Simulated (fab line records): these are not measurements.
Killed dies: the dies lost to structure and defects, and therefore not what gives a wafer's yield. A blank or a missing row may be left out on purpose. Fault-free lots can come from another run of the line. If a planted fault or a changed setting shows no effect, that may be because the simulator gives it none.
What tool caused it? | flow gf180mcu | 12 lots, 36 wafers sampled, at 6 steps of a route of 602

== WHAT THE GAUGES READ, wafer by wafer ==
GF_STI_THK_MEAS_22. Usual: STI_OXIDATION_01_THK gives 15.20 nm (standard deviation 0.3).
lot  | measured    | on           | STI_OXIDATION_01_THK (nm) | flag
L145 | day 2 03:40 | filmMetro-02 | 15.16 15.42 15.30         | 
L147 | day 2 13:39 | filmMetro-03 | 15.46 15.03 15.45         | 
L148 | day 2 20:23 | filmMetro-03 | 15.33 15.05 15.43         | 
L149 | day 3 00:24 | filmMetro-02 | 15.13 15.21 14.96         | 
L150 | day 3 05:30 | filmMetro-03 | 15.55 15.50 15.55         | 
L151 | day 3 11:22 | filmMetro-02 | 15.89 15.85 15.85         | 
L159 | day 5 03:55 | filmMetro-03 | 15.28 15.31 15.00         | 
L161 | day 5 14:25 | filmMetro-03 | 15.14 14.92 14.87         | 
L162 | day 5 19:58 | filmMetro-02 | 15.21 15.09 15.11         | 
L165 | day 6 12:20 | filmMetro-03 | 14.41 14.72 14.67         | 
L166 | day 6 15:00 | filmMetro-01 | 15.09 14.90 14.94         | 
L168 | day 7 01:35 | filmMetro-03 | 15.29 15.17 15.12         | 

GF_MVPSD_OVL_MEAS_07. Usual: MVPSD_OVL gives -0.6 nm (standard deviation 1.7).
lot  | measured     | on         | MVPSD_OVL (nm) | flag
L145 | day 4 23:12  | overlay-02 | -0.7 -2.0 -1.4 | 
L147 | day 5 14:42  | overlay-02 | 1.4 0.9 0.1    | 
L148 | day 5 20:37  | overlay-01 | 2.9 2.5 1.7    | 
L149 | day 6 00:42  | overlay-01 | -1.2 -1.2 -0.8 | 
L150 | day 6 04:17  | overlay-01 | 1.4 0.8 1.1    | 
L151 | day 6 12:20  | overlay-02 | -3.5 -4.1 -3.6 | 
L159 | day 8 15:10  | overlay-01 | 1.3 2.3 2.1    | 
L161 | day 9 00:50  | overlay-02 | -3.1 -3.2 -1.8 | 
L162 | day 9 07:44  | overlay-02 | -2.3 -0.3 -0.9 | 
L165 | day 10 00:17 | overlay-01 | 1.1 0.5 0.3    | 
L166 | day 10 04:02 | overlay-01 | -3.1 -0.6 -3.4 | 
L168 | day 10 16:41 | overlay-01 | -0.4 -2.3 -0.9 | 

GF_VT_IMPLANT_RS_MEAS_47: a four-point-probe measurement. Usual: NWELL_RS gives 488.4 ohm/sq (standard deviation 1.2).
lot  | measured     | on           | NWELL_RS (ohm/sq)                   | flag
L145 | day 7 13:17  | filmMetro-04 | 485.6 486.8 486.6                   | 
L147 | day 8 05:54  | filmMetro-02 | 490.1 489.6 489.7                   | 
L148 | day 8 12:46  | filmMetro-02 | 498.4 499.9 496.9 499.2 500.9 498.0 | OFF
L149 | day 8 15:28  | filmMetro-04 | 499.3 498.3 496.3 498.9 497.2 497.6 | OFF
L150 | day 8 21:34  | filmMetro-02 | 488.9 490.0 491.3                   | 
L151 | day 9 06:34  | filmMetro-04 | 496.8 496.4 499.0 497.9 496.9 497.8 | OFF
L159 | day 11 13:10 | filmMetro-01 | 488.6 489.9 488.4                   | 
L161 | day 11 23:50 | filmMetro-02 | 490.5 490.0 489.8                   | 
L162 | day 12 07:03 | filmMetro-02 | 489.7 489.0 489.0                   | 
L165 | day 13 03:44 | filmMetro-04 | 488.8 487.6 487.1                   | 
L166 | day 13 09:05 | filmMetro-01 | 488.2 488.7 487.7                   | 
L168 | day 13 23:22 | filmMetro-02 | 489.1 489.1 487.8                   | 

GF_VT_IMPLANT_RS_MEAS_48: a four-point-probe measurement. Usual: LVPWELL_RS gives 1197.6 ohm/sq (standard deviation 3).
lot  | measured     | on           | LVPWELL_RS (ohm/sq)  | flag
L145 | day 7 13:25  | filmMetro-04 | 1194.3 1197.1 1197.7 | 
L147 | day 8 06:01  | filmMetro-02 | 1198.3 1196.5 1198.3 | 
L148 | day 8 16:16  | filmMetro-02 | 1200.7 1200.8 1200.3 | 
L149 | day 8 19:13  | filmMetro-04 | 1198.2 1203.2 1200.7 | 
L150 | day 8 21:41  | filmMetro-02 | 1203.3 1200.5 1203.7 | 
L151 | day 9 11:45  | filmMetro-04 | 1194.0 1198.4 1197.7 | 
L159 | day 11 13:17 | filmMetro-01 | 1194.2 1196.5 1198.5 | 
L161 | day 11 23:58 | filmMetro-02 | 1199.3 1200.7 1198.1 | 
L162 | day 12 07:10 | filmMetro-02 | 1196.5 1199.5 1200.3 | 
L165 | day 13 03:52 | filmMetro-04 | 1202.4 1199.4 1199.0 | 
L166 | day 13 09:13 | filmMetro-01 | 1194.0 1193.1 1191.9 | 
L168 | day 13 23:29 | filmMetro-02 | 1199.7 1197.3 1198.7 | 

== WHAT TOOL EACH LOT RAN ON (gives the tool, then ch and the chambers of the sampled wafers, and finally the start) ==
lot  | GF_STI_CMP_25                | GF_NWELL_IMPLANT_08
L145 | cmp-02 ch 1,2,3, day 2 03:59 | implanter-02 ch 0, day 3 07:22
L147 | cmp-02 ch 1,2,3, day 2 13:50 | implanter-02 ch 0, day 3 21:13
L148 | cmp-01 ch 2,3, day 2 20:33   | implanter-02 ch 0, day 4 01:17
L149 | cmp-01 ch 0,1,2, day 3 00:40 | implanter-02 ch 0, day 4 05:45
L150 | cmp-02 ch 0,1,2, day 3 05:50 | implanter-03 ch 0, day 4 10:15
L151 | cmp-01 ch 1,3, day 3 11:37   | implanter-02 ch 0, day 4 16:09
L159 | cmp-02 ch 0,1,2, day 5 04:07 | implanter-03 ch 0, day 6 13:30
L161 | cmp-01 ch 1,2,3, day 5 14:38 | implanter-04 ch 0, day 6 23:02
L162 | cmp-01 ch 1,2,3, day 5 20:10 | implanter-03 ch 0, day 7 05:50
L165 | cmp-02 ch 1,2,3, day 6 12:35 | implanter-02 ch 0, day 7 22:25
L166 | cmp-02 ch 2,3, day 6 15:11   | implanter-04 ch 0, day 8 02:00
L168 | cmp-02 ch 1,2,3, day 7 01:50 | implanter-02 ch 0, day 8 13:11
- GF_STI_CMP_25: polishes, stops on Si3N4, t overpolish 33 s, target thk 524.6 nm.
- GF_NWELL_IMPLANT_08

== AS READ BY THE TOOLS THEMSELVES (means over the sampled wafers that have a number; for cases with no such wafer, the mark the record gives instead) ==
GF_STI_CMP_25. Usual: motorCurrentA 11.7 A, standard deviation 0.57; overpolishRunS 33.000 s, standard deviation 0.0091; timeToEndpointS 123 s, standard deviation 5.1.
lot  | tool   | motorCurrentA (A) | overpolishRunS (s) | timeToEndpointS (s) | flag
L145 | cmp-02 | 11.7              | 33.011             | 126                 | 
L147 | cmp-02 | 11.6              | 33.007             | 129                 | 
L148 | cmp-01 | 11.8              | 33.002             | 121                 | 
L149 | cmp-01 | 11.7              | 33.007             | 127                 | 
L150 | cmp-02 | 11.8              | 32.995             | 123                 | 
L151 | cmp-01 | 11.3              | 33.005             | 125                 | 
L159 | cmp-02 | 11.4              | 32.998             | 128                 | 
L161 | cmp-01 | 12.1              | 33.002             | 116                 | 
L162 | cmp-01 | 11.6              | 32.992             | 115                 | 
L165 | cmp-02 | 11.7              | 32.997             | 121                 | 
L166 | cmp-02 | 11.7              | 32.996             | 123                 | 
L168 | cmp-02 | 11.7              | 33.004             | 120                 | 

GF_NWELL_IMPLANT_08. Usual: beamEnergyKeV reads 449.99 (standard deviation 0.15).
lot  | tool         | beamEnergyKeV | flag
L145 | implanter-02 | 450.18        | 
L147 | implanter-02 | 449.99        | 
L148 | implanter-02 | 403.20        | OFF
L149 | implanter-02 | 402.95        | OFF
L150 | implanter-03 | 449.85        | 
L151 | implanter-02 | 403.04        | OFF
L159 | implanter-03 | 450.13        | 
L161 | implanter-04 | 450.06        | 
L162 | implanter-03 | 449.94        | 
L165 | implanter-02 | 449.92        | 
L166 | implanter-04 | 450.05        | 
L168 | implanter-02 | 450.01        | 

== THE ANSWER, worked out from the rows above alone ==
Rule: a lot counts as off when the mean over its wafers that have a number is more than 3 standard deviations away from the usual mean. A lot without any number at a reading at which 4 lots or more have one is off too. All remaining lots with rows at the step are treated as sound. Order of review: gauges by route order, followed by the tools' own readings, for which a lot's mean as printed above is used. At the first step where some lot is off, the reading lying furthest off is the one used; lots without a number count as furthest.
Off: L148, L149, L151, at GF_VT_IMPLANT_RS_MEAS_47 (NWELL_RS).
A tool fits if, at a process step before that reading, it ran every lot that is off, and no sound lot after the first of them. The gauges at GF_VT_IMPLANT_RS_MEAS_47 aren't tried: what is off there is off at GF_NWELL_IMPLANT_08 too, on other tools, and a gauge's error can't cause that. Not one of the candidates tried fits.

== WHAT WAS PUT IN BY THE SIMULATOR ==
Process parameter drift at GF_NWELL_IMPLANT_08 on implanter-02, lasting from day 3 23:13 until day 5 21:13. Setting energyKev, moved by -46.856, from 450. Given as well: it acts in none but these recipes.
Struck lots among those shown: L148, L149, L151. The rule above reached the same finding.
